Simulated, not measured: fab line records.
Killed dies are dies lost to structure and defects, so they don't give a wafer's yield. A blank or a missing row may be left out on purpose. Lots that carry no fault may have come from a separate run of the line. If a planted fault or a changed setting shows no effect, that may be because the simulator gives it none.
Which tool was responsible? :: flow sky130 :: 24 lots, 72 wafers sampled, at 6 steps of a route of 708

## WHAT THE GAUGES READ, wafer by wafer
SKY_VIA1_THK_MEAS_23: measures by xrf.
lot: L075
measured: day 33 18:44
on: filmMetro-03
VIA1_W_THK (nm): 273 266 259

lot: L074
measured: day 33 22:34
on: filmMetro-02
VIA1_W_THK (nm): 272 270 264

lot: L076
measured: day 34 08:56
on: filmMetro-03
VIA1_W_THK (nm): 266 264 267

lot: L077
measured: day 34 15:16
on: filmMetro-03
VIA1_W_THK (nm): 276 273 265

lot: L078
measured: day 35 07:33
on: filmMetro-01
VIA1_W_THK (nm): 257 267 260

lot: L079
measured: day 35 11:55
on: filmMetro-02
VIA1_W_THK (nm): 272 267 274

lot: L080
measured: day 35 17:04
on: filmMetro-01
VIA1_W_THK (nm): 262 269 270

lot: L081
measured: day 36 02:53
on: filmMetro-03
VIA1_W_THK (nm): 263 269 260

lot: L082
measured: day 36 07:07
on: filmMetro-02
VIA1_W_THK (nm): 272 267 261

lot: L083
measured: day 36 17:23
on: filmMetro-03
VIA1_W_THK (nm): 267 273 265

lot: L084
measured: day 37 04:11
on: filmMetro-02
VIA1_W_THK (nm): 264 264 267

lot: L085
measured: day 37 12:38
on: filmMetro-02
VIA1_W_THK (nm): 269 270 268

lot: L086
measured: day 37 16:06
on: filmMetro-02
VIA1_W_THK (nm): 270 275 268

lot: L087
measured: day 38 00:02
on: filmMetro-02
VIA1_W_THK (nm): 265 263 264

lot: L088
measured: day 38 08:10
on: filmMetro-01
VIA1_W_THK (nm): 267 267 259

lot: L089
measured: day 38 08:29
on: filmMetro-02
VIA1_W_THK (nm): 266 261 264

lot: L090
measured: day 38 20:05
on: filmMetro-02
VIA1_W_THK (nm): 274 274 270

lot: L091
measured: day 39 01:58
on: filmMetro-03
VIA1_W_THK (nm): 263 268 270

lot: L092
measured: day 39 03:47
on: filmMetro-02
VIA1_W_THK (nm): 267 266 267

lot: L093
measured: day 39 08:53
on: filmMetro-01
VIA1_W_THK (nm): 271 267 271

lot: L094
measured: day 40 06:41
on: filmMetro-01
VIA1_W_THK (nm): 262 272 262

lot: L095
measured: day 40 18:35
on: filmMetro-01
VIA1_W_THK (nm): 260 261 265

lot: L097
measured: day 41 00:52
on: filmMetro-01
VIA1_W_THK (nm): 264 258 266

lot: L096
measured: day 41 10:41
on: filmMetro-02
VIA1_W_THK (nm): 259 263 273

SKY_METAL2_CD_MEAS_15: the cd target is 140 nm.
lot: L075
measured: day 34 21:40
on: cdSem-01
cdNm (nm): 139.5 141.0 139.8

lot: L074
measured: day 35 01:25
on: cdSem-02
cdNm (nm): 142.0 141.3 140.2

lot: L076
measured: day 35 11:56
on: cdSem-01
cdNm (nm): 139.3 139.2 139.0

lot: L077
measured: day 35 17:25
on: cdSem-01
cdNm (nm): 141.8 140.8 141.1

lot: L078
measured: day 36 09:55
on: cdSem-01
cdNm (nm): 139.0 138.8 142.6

lot: L079
measured: day 36 13:58
on: cdSem-02
cdNm (nm): 138.8 138.6 137.9

lot: L080
measured: day 36 18:53
on: cdSem-01
cdNm (nm): 142.5 141.0 141.9

lot: L081
measured: day 37 05:10
on: cdSem-02
cdNm (nm): 141.2 143.0 142.8

lot: L082
measured: day 37 09:26
on: cdSem-02
cdNm (nm): 140.7 138.6 138.6

lot: L083
measured: day 37 19:49
on: cdSem-02
cdNm (nm): 139.9 139.7 140.6

lot: L084
measured: day 38 07:06
on: cdSem-02
cdNm (nm): 141.5 140.5 139.3

lot: L085
measured: day 38 15:09
on: cdSem-02
cdNm (nm): 140.1 139.3 141.4

lot: L086
measured: day 38 18:21
on: cdSem-02
cdNm (nm): 140.4 140.0 141.3

lot: L087
measured: day 39 02:14
on: cdSem-01
cdNm (nm): 145.0 144.1 145.5

lot: L088
measured: day 39 09:41
on: cdSem-01
cdNm (nm): 138.5 138.3 139.7

lot: L089
measured: day 39 10:32
on: cdSem-02
cdNm (nm): 141.0 141.8 140.9

lot: L090
measured: day 39 21:47
on: cdSem-01
cdNm (nm): 137.5 136.5 136.5

lot: L091
measured: day 40 03:09
on: cdSem-02
cdNm (nm): 139.7 140.7 139.4

lot: L092
measured: day 40 05:28
on: cdSem-01
cdNm (nm): 141.9 141.0 141.4

lot: L093
measured: day 40 10:20
on: cdSem-02
cdNm (nm): 139.3 138.3 139.4

lot: L094
measured: day 41 08:16
on: cdSem-01
cdNm (nm): 139.5 139.3 138.9

lot: L095
measured: day 41 19:46
on: cdSem-02
cdNm (nm): 137.7 136.9 136.0

lot: L097
measured: day 42 01:14
on: cdSem-01
cdNm (nm): 140.3 140.6 140.2

lot: L096
measured: day 42 11:07
on: cdSem-02
cdNm (nm): 139.7 139.7 139.2

SKY_VIA2_THK_MEAS_23: measures by xrf.
lot: L075
measured: day 36 02:18
on: filmMetro-04
VIA2_W_THK (nm): 414 417 408

lot: L074
measured: day 36 06:29
on: filmMetro-03
VIA2_W_THK (nm): 415 415 397

lot: L076
measured: day 36 16:06
on: filmMetro-04
VIA2_W_THK (nm): 418 417 418

lot: L077
measured: day 36 21:31
on: filmMetro-02
VIA2_W_THK (nm): 411 402 399

lot: L078
measured: day 37 14:53
on: filmMetro-02
VIA2_W_THK (nm): 418 415 417

lot: L079
measured: day 37 18:04
on: filmMetro-04
VIA2_W_THK (nm): 413 410 431

lot: L080
measured: day 37 23:32
on: filmMetro-04
VIA2_W_THK (nm): 434 411 413

lot: L081
measured: day 38 09:55
on: filmMetro-04
VIA2_W_THK (nm): 408 429 416

lot: L082
measured: day 38 14:21
on: filmMetro-04
VIA2_W_THK (nm): 430 431 433

lot: L083
measured: day 39 00:22
on: filmMetro-04
VIA2_W_THK (nm): 418 404 425

lot: L084
measured: day 39 10:49
on: filmMetro-03
VIA2_W_THK (nm): 395 404 401

lot: L085
measured: day 39 19:02
on: filmMetro-04
VIA2_W_THK (nm): 413 412 418

lot: L086
measured: day 39 22:37
on: filmMetro-02
VIA2_W_THK (nm): 415 415 410

lot: L087
measured: day 40 05:41
on: filmMetro-02
VIA2_W_THK (nm): 412 416 411

lot: L088
measured: day 40 12:26
on: filmMetro-02
VIA2_W_THK (nm): 423 420 414

lot: L089
measured: day 40 13:58
on: filmMetro-02
VIA2_W_THK (nm): 420 427 427

lot: L090
measured: day 41 00:46
on: filmMetro-04
VIA2_W_THK (nm): 421 423 417

lot: L091
measured: day 41 06:07
on: filmMetro-04
VIA2_W_THK (nm): 428 406 426

lot: L092
measured: day 41 07:46
on: filmMetro-03
VIA2_W_THK (nm): 404 400 404

lot: L093
measured: day 41 13:47
on: filmMetro-03
VIA2_W_THK (nm): 396 414 419

lot: L094
measured: day 42 10:38
on: filmMetro-04
VIA2_W_THK (nm): 410 415 415

lot: L095
measured: day 42 22:11
on: filmMetro-04
VIA2_W_THK (nm): 420 406 421

lot: L097
measured: day 43 03:12
on: filmMetro-04
VIA2_W_THK (nm): 416 415 416

lot: L096
measured: day 43 12:05
on: filmMetro-02
VIA2_W_THK (nm): 411 402 410

## WHICH TOOL RAN EACH LOT (tool, then ch and the chambers of the sampled wafers, then the start)
lot: L075
SKY_CONTACT_ETCH_16: rieDiel-01 ch 1,2,3, day 31 10:07
SKY_METAL1_SPUTTER_04: pvdSputter-03, day 31 11:39
SKY_METAL1_STRIP_20: plasmaAsher-01 ch 0,1, day 32 14:12

lot: L074
SKY_CONTACT_ETCH_16: rieDiel-01 ch 1,2, day 31 12:28
SKY_METAL1_SPUTTER_04: pvdSputter-02, day 31 14:02
SKY_METAL1_STRIP_20: plasmaAsher-03 ch 1, day 32 17:39

lot: L076
SKY_CONTACT_ETCH_16: rieDiel-01 ch 2,3, day 32 00:03
SKY_METAL1_SPUTTER_04: pvdSputter-03, day 32 01:43
SKY_METAL1_STRIP_20: plasmaAsher-01 ch 0,1, day 33 04:57

lot: L077
SKY_CONTACT_ETCH_16: rieDiel-01 ch 0,1,2, day 32 05:39
SKY_METAL1_SPUTTER_04: pvdSputter-03, day 32 07:07
SKY_METAL1_STRIP_20: plasmaAsher-03 ch 0,1, day 33 10:31

lot: L078
SKY_CONTACT_ETCH_16: rieDiel-01 ch 0,2,3, day 32 21:36
SKY_METAL1_SPUTTER_04: pvdSputter-04, day 32 23:29
SKY_METAL1_STRIP_20: plasmaAsher-02 ch 0,1, day 34 02:48

lot: L079
SKY_CONTACT_ETCH_16: rieDiel-01 ch 0,1,3, day 33 03:39
SKY_METAL1_SPUTTER_04: pvdSputter-03, day 33 05:10
SKY_METAL1_STRIP_20: plasmaAsher-01 ch 0,1, day 34 07:59

lot: L080
SKY_CONTACT_ETCH_16: rieDiel-04 ch 0,2,3, day 33 08:39
SKY_METAL1_SPUTTER_04: pvdSputter-03, day 33 10:07
SKY_METAL1_STRIP_20: plasmaAsher-02 ch 0,1, day 34 12:36

lot: L081
SKY_CONTACT_ETCH_16: rieDiel-04 ch 0,1,3, day 33 18:13
SKY_METAL1_SPUTTER_04: pvdSputter-03, day 33 19:41
SKY_METAL1_STRIP_20: plasmaAsher-02 ch 0,1, day 34 22:21

lot: L082
SKY_CONTACT_ETCH_16: rieDiel-04 ch 0,1, day 33 22:58
SKY_METAL1_SPUTTER_04: pvdSputter-04, day 34 00:26
SKY_METAL1_STRIP_20: plasmaAsher-01 ch 1, day 35 03:08

lot: L083
SKY_CONTACT_ETCH_16: rieDiel-04 ch 0,1,2, day 34 09:00
SKY_METAL1_SPUTTER_04: pvdSputter-02, day 34 10:29
SKY_METAL1_STRIP_20: plasmaAsher-02 ch 0,1, day 35 13:19

lot: L084
SKY_CONTACT_ETCH_16: rieDiel-02 ch 0,3, day 34 20:28
SKY_METAL1_SPUTTER_04: pvdSputter-03, day 34 21:56
SKY_METAL1_STRIP_20: plasmaAsher-01 ch 0,1, day 35 23:59

lot: L085
SKY_CONTACT_ETCH_16: rieDiel-04 ch 0,1,3, day 35 04:37
SKY_METAL1_SPUTTER_04: pvdSputter-02, day 35 06:05
SKY_METAL1_STRIP_20: plasmaAsher-02 ch 0,1, day 36 08:48

lot: L086
SKY_CONTACT_ETCH_16: rieDiel-01 ch 0,1, day 35 08:28
SKY_METAL1_SPUTTER_04: pvdSputter-03, day 35 09:57
SKY_METAL1_STRIP_20: plasmaAsher-01 ch 0,1, day 36 12:00

lot: L087
SKY_CONTACT_ETCH_16: rieDiel-04 ch 0,3, day 35 16:25
SKY_METAL1_SPUTTER_04: pvdSputter-04, day 35 17:53
SKY_METAL1_STRIP_20: plasmaAsher-02 ch 0, day 36 20:05

lot: L088
SKY_CONTACT_ETCH_16: rieDiel-02 ch 0,3, day 36 00:10
SKY_METAL1_SPUTTER_04: pvdSputter-04, day 36 01:40
SKY_METAL1_STRIP_20: plasmaAsher-02 ch 0, day 37 03:57

lot: L089
SKY_CONTACT_ETCH_16: rieDiel-04 ch 0,1,2, day 36 00:30
SKY_METAL1_SPUTTER_04: pvdSputter-03, day 36 02:02
SKY_METAL1_STRIP_20: plasmaAsher-01 ch 0,1, day 37 04:17

lot: L090
SKY_CONTACT_ETCH_16: rieDiel-01 ch 1,2, day 36 12:31
SKY_METAL1_SPUTTER_04: pvdSputter-03, day 36 13:59
SKY_METAL1_STRIP_20: plasmaAsher-01 ch 0,1, day 37 16:14

lot: L091
SKY_CONTACT_ETCH_16: rieDiel-04 ch 0,1,3, day 36 18:21
SKY_METAL1_SPUTTER_04: pvdSputter-03, day 36 19:49
SKY_METAL1_STRIP_20: plasmaAsher-01 ch 0,1, day 37 22:16

lot: L092
SKY_CONTACT_ETCH_16: rieDiel-04 ch 0,1,3, day 36 22:00
SKY_METAL1_SPUTTER_04: pvdSputter-02, day 36 23:28
SKY_METAL1_STRIP_20: plasmaAsher-03 ch 0,1, day 38 01:00

lot: L093
SKY_CONTACT_ETCH_16: rieDiel-01 ch 1,2, day 37 01:58
SKY_METAL1_SPUTTER_04: pvdSputter-03, day 37 03:25
SKY_METAL1_STRIP_20: plasmaAsher-01 ch 0,1, day 38 05:32

lot: L094
SKY_CONTACT_ETCH_16: rieDiel-02 ch 0,1,2, day 38 00:28
SKY_METAL1_SPUTTER_04: pvdSputter-03, day 38 01:56
SKY_METAL1_STRIP_20: plasmaAsher-03 ch 0,1, day 39 03:40

lot: L095
SKY_CONTACT_ETCH_16: rieDiel-01 ch 0,1,2, day 38 12:27
SKY_METAL1_SPUTTER_04: pvdSputter-03, day 38 13:59
SKY_METAL1_STRIP_20: plasmaAsher-02 ch 0,1, day 39 15:39

lot: L097
SKY_CONTACT_ETCH_16: rieDiel-04 ch 0,1, day 38 19:46
SKY_METAL1_SPUTTER_04: pvdSputter-04, day 38 21:14
SKY_METAL1_STRIP_20: plasmaAsher-02 ch 1, day 39 22:20

lot: L096
SKY_CONTACT_ETCH_16: rieDiel-02 ch 2,3, day 39 05:52
SKY_METAL1_SPUTTER_04: pvdSputter-03, day 39 07:19
SKY_METAL1_STRIP_20: plasmaAsher-03 ch 0,1, day 40 08:16
- SKY_CONTACT_ETCH_16: etches BARC in N2/H2, stops on SiO2, time 45.9 s, target depth 60 nm.
- SKY_METAL1_SPUTTER_04: material TiN, target thk 70 nm, time 58.3 s.
- SKY_METAL1_STRIP_20: strips in O2/N2.

## AS READ BY THE TOOLS THEMSELVES (means over the sampled wafers that have a number; for cases with no such wafer, the mark the record gives instead)
SKY_CONTACT_ETCH_16.
lot: L075
tool: rieDiel-01
drypumpMotorCurrentA (A): 5.7
oesProductAu (a.u.): 0.857
throttleValvePct (%): 13.219

lot: L074
tool: rieDiel-01
drypumpMotorCurrentA (A): 5.4
oesProductAu (a.u.): 0.852
throttleValvePct (%): 13.219

lot: L076
tool: rieDiel-01
drypumpMotorCurrentA (A): 6.0
oesProductAu (a.u.): 0.855
throttleValvePct (%): 13.226

lot: L077
tool: rieDiel-01
drypumpMotorCurrentA (A): 5.5
oesProductAu (a.u.): 0.852
throttleValvePct (%): 13.227

lot: L078
tool: rieDiel-01
drypumpMotorCurrentA (A): 5.8
oesProductAu (a.u.): 0.857
throttleValvePct (%): 13.225

lot: L079
tool: rieDiel-01
drypumpMotorCurrentA (A): 5.9
oesProductAu (a.u.): 0.855
throttleValvePct (%): 13.221

lot: L080
tool: rieDiel-04
drypumpMotorCurrentA (A): 5.6
oesProductAu (a.u.): 0.849
throttleValvePct (%): 13.231

lot: L081
tool: rieDiel-04
drypumpMotorCurrentA (A): 5.6
oesProductAu (a.u.): 0.854
throttleValvePct (%): 13.224

lot: L082
tool: rieDiel-04
drypumpMotorCurrentA (A): 5.7
oesProductAu (a.u.): 0.850
throttleValvePct (%): 13.219

lot: L083
tool: rieDiel-04
drypumpMotorCurrentA (A): 5.7
oesProductAu (a.u.): 0.855
throttleValvePct (%): 13.229

lot: L084
tool: rieDiel-02
drypumpMotorCurrentA (A): 4.9
oesProductAu (a.u.): 0.856
throttleValvePct (%): 13.228

lot: L085
tool: rieDiel-04
drypumpMotorCurrentA (A): 5.6
oesProductAu (a.u.): 0.853
throttleValvePct (%): 13.222

lot: L086
tool: rieDiel-01
drypumpMotorCurrentA (A): 5.7
oesProductAu (a.u.): 0.854
throttleValvePct (%): 13.233

lot: L087
tool: rieDiel-04
drypumpMotorCurrentA (A): 5.5
oesProductAu (a.u.): 0.855
throttleValvePct (%): 13.237

lot: L088
tool: rieDiel-02
drypumpMotorCurrentA (A): 4.9
oesProductAu (a.u.): 0.849
throttleValvePct (%): 13.221

lot: L089
tool: rieDiel-04
drypumpMotorCurrentA (A): 5.7
oesProductAu (a.u.): 0.860
throttleValvePct (%): 13.221

lot: L090
tool: rieDiel-01
drypumpMotorCurrentA (A): 5.4
oesProductAu (a.u.): 0.856
throttleValvePct (%): 13.225

lot: L091
tool: rieDiel-04
drypumpMotorCurrentA (A): 5.6
oesProductAu (a.u.): 0.855
throttleValvePct (%): 13.224

lot: L092
tool: rieDiel-04
drypumpMotorCurrentA (A): 5.6
oesProductAu (a.u.): 0.853
throttleValvePct (%): 13.224

lot: L093
tool: rieDiel-01
drypumpMotorCurrentA (A): 5.4
oesProductAu (a.u.): 0.857
throttleValvePct (%): 13.230

lot: L094
tool: rieDiel-02
drypumpMotorCurrentA (A): 5.7
oesProductAu (a.u.): 0.853
throttleValvePct (%): 13.228

lot: L095
tool: rieDiel-01
drypumpMotorCurrentA (A): 5.5
oesProductAu (a.u.): 0.853
throttleValvePct (%): 13.235

lot: L097
tool: rieDiel-04
drypumpMotorCurrentA (A): 5.8
oesProductAu (a.u.): 0.854
throttleValvePct (%): 13.221

lot: L096
tool: rieDiel-02
drypumpMotorCurrentA (A): 5.2
oesProductAu (a.u.): 0.854
throttleValvePct (%): 13.224

SKY_METAL1_SPUTTER_04.
lot: L075
tool: pvdSputter-03
throttleValvePct (%): 30.5

lot: L074
tool: pvdSputter-02
throttleValvePct (%): 29.0

lot: L076
tool: pvdSputter-03
throttleValvePct (%): 30.3

lot: L077
tool: pvdSputter-03
throttleValvePct (%): 30.1

lot: L078
tool: pvdSputter-04
throttleValvePct (%): 29.9

lot: L079
tool: pvdSputter-03
throttleValvePct (%): 30.3

lot: L080
tool: pvdSputter-03
throttleValvePct (%): 30.3

lot: L081
tool: pvdSputter-03
throttleValvePct (%): 29.8

lot: L082
tool: pvdSputter-04
throttleValvePct (%): 30.1

lot: L083
tool: pvdSputter-02
throttleValvePct (%): 29.5

lot: L084
tool: pvdSputter-03
throttleValvePct (%): 30.4

lot: L085
tool: pvdSputter-02
throttleValvePct (%): 29.8

lot: L086
tool: pvdSputter-03
throttleValvePct (%): 30.8

lot: L087
tool: pvdSputter-04
throttleValvePct (%): 30.2

lot: L088
tool: pvdSputter-04
throttleValvePct (%): 30.2

lot: L089
tool: pvdSputter-03
throttleValvePct (%): 30.6

lot: L090
tool: pvdSputter-03
throttleValvePct (%): 29.9

lot: L091
tool: pvdSputter-03
throttleValvePct (%): 29.9

lot: L092
tool: pvdSputter-02
throttleValvePct (%): 29.8

lot: L093
tool: pvdSputter-03
throttleValvePct (%): 30.5

lot: L094
tool: pvdSputter-03
throttleValvePct (%): 30.3

lot: L095
tool: pvdSputter-03
throttleValvePct (%): 30.4

lot: L097
tool: pvdSputter-04
throttleValvePct (%): 30.1

lot: L096
tool: pvdSputter-03
throttleValvePct (%): 29.9

SKY_METAL1_STRIP_20.
lot: L075
tool: plasmaAsher-01
drypumpMotorCurrentA (A): 5.67
oesProductAu (a.u.): 0.341
stripTimeToEndpointS (s): 2.69

lot: L074
tool: plasmaAsher-03
drypumpMotorCurrentA (A): 6.26
oesProductAu (a.u.): 0.342
stripTimeToEndpointS (s): 2.66

lot: L076
tool: plasmaAsher-01
drypumpMotorCurrentA (A): 5.69
oesProductAu (a.u.): 0.338
stripTimeToEndpointS (s): 2.67

lot: L077
tool: plasmaAsher-03
drypumpMotorCurrentA (A): 6.04
oesProductAu (a.u.): 0.340
stripTimeToEndpointS (s): 2.69

lot: L078
tool: plasmaAsher-02
drypumpMotorCurrentA (A): 5.81
oesProductAu (a.u.): 0.343
stripTimeToEndpointS (s): 2.69

lot: L079
tool: plasmaAsher-01
drypumpMotorCurrentA (A): 5.69
oesProductAu (a.u.): 0.342
stripTimeToEndpointS (s): 2.72

lot: L080
tool: plasmaAsher-02
drypumpMotorCurrentA (A): 5.83
oesProductAu (a.u.): 0.343
stripTimeToEndpointS (s): 2.72

lot: L081
tool: plasmaAsher-02
drypumpMotorCurrentA (A): 5.84
oesProductAu (a.u.): 0.343
stripTimeToEndpointS (s): 2.70

lot: L082
tool: plasmaAsher-01
drypumpMotorCurrentA (A): 5.73
oesProductAu (a.u.): 0.340
stripTimeToEndpointS (s): 2.74

lot: L083
tool: plasmaAsher-02
drypumpMotorCurrentA (A): 5.84
oesProductAu (a.u.): 0.339
stripTimeToEndpointS (s): 2.68

lot: L084
tool: plasmaAsher-01
drypumpMotorCurrentA (A): 5.65
oesProductAu (a.u.): 0.342
stripTimeToEndpointS (s): 2.73

lot: L085
tool: plasmaAsher-02
drypumpMotorCurrentA (A): 5.82
oesProductAu (a.u.): 0.345
stripTimeToEndpointS (s): 2.70

lot: L086
tool: plasmaAsher-01
drypumpMotorCurrentA (A): 5.70
oesProductAu (a.u.): 0.345
stripTimeToEndpointS (s): 2.73

lot: L087
tool: plasmaAsher-02
drypumpMotorCurrentA (A): 5.67
oesProductAu (a.u.): 0.345
stripTimeToEndpointS (s): 2.70

lot: L088
tool: plasmaAsher-02
drypumpMotorCurrentA (A): 5.70
oesProductAu (a.u.): 0.339
stripTimeToEndpointS (s): 2.70

lot: L089
tool: plasmaAsher-01
drypumpMotorCurrentA (A): 5.64
oesProductAu (a.u.): 0.344
stripTimeToEndpointS (s): 2.70

lot: L090
tool: plasmaAsher-01
drypumpMotorCurrentA (A): 5.69
oesProductAu (a.u.): 0.344
stripTimeToEndpointS (s): 2.68

lot: L091
tool: plasmaAsher-01
drypumpMotorCurrentA (A): 5.67
oesProductAu (a.u.): 0.346
stripTimeToEndpointS (s): 2.77

lot: L092
tool: plasmaAsher-03
drypumpMotorCurrentA (A): 5.82
oesProductAu (a.u.): 0.343
stripTimeToEndpointS (s): 2.71

lot: L093
tool: plasmaAsher-01
drypumpMotorCurrentA (A): 5.66
oesProductAu (a.u.): 0.344
stripTimeToEndpointS (s): 2.69

lot: L094
tool: plasmaAsher-03
drypumpMotorCurrentA (A): 6.04
oesProductAu (a.u.): 0.344
stripTimeToEndpointS (s): 2.79

lot: L095
tool: plasmaAsher-02
drypumpMotorCurrentA (A): 5.76
oesProductAu (a.u.): 0.343
stripTimeToEndpointS (s): 2.69

lot: L097
tool: plasmaAsher-02
drypumpMotorCurrentA (A): 5.91
oesProductAu (a.u.): 0.343
stripTimeToEndpointS (s): 2.71

lot: L096
tool: plasmaAsher-03
drypumpMotorCurrentA (A): 5.83
oesProductAu (a.u.): 0.341
stripTimeToEndpointS (s): 2.73

## THE ANSWER, worked out from the rows above alone
Rule: what is usual is taken from the lots themselves. Put in order of their means at a reading, lots are off if they are a third of the lots or fewer, leave a main group of 4 or more, and stand apart from it by a gap of 3 or more times the standard deviation of the main group's means; of several such gaps the widest counts. A main group whose means are all the same, to the digits that the tables above print for the reading, isn't used. Also off: a lot with no number at a reading for which 4 or more lots have one. Any other lot the step has rows for is counted as sound. Order of review: gauges by route order, followed by the tools' own readings, for which a lot's mean as printed above is used. At the first step where some lot is off, the reading lying furthest off is the one used; lots without a number count as furthest.
None of the lots is off at any reading shown; this tells nothing.

## WHAT THE SIMULATOR HAD PUT IN
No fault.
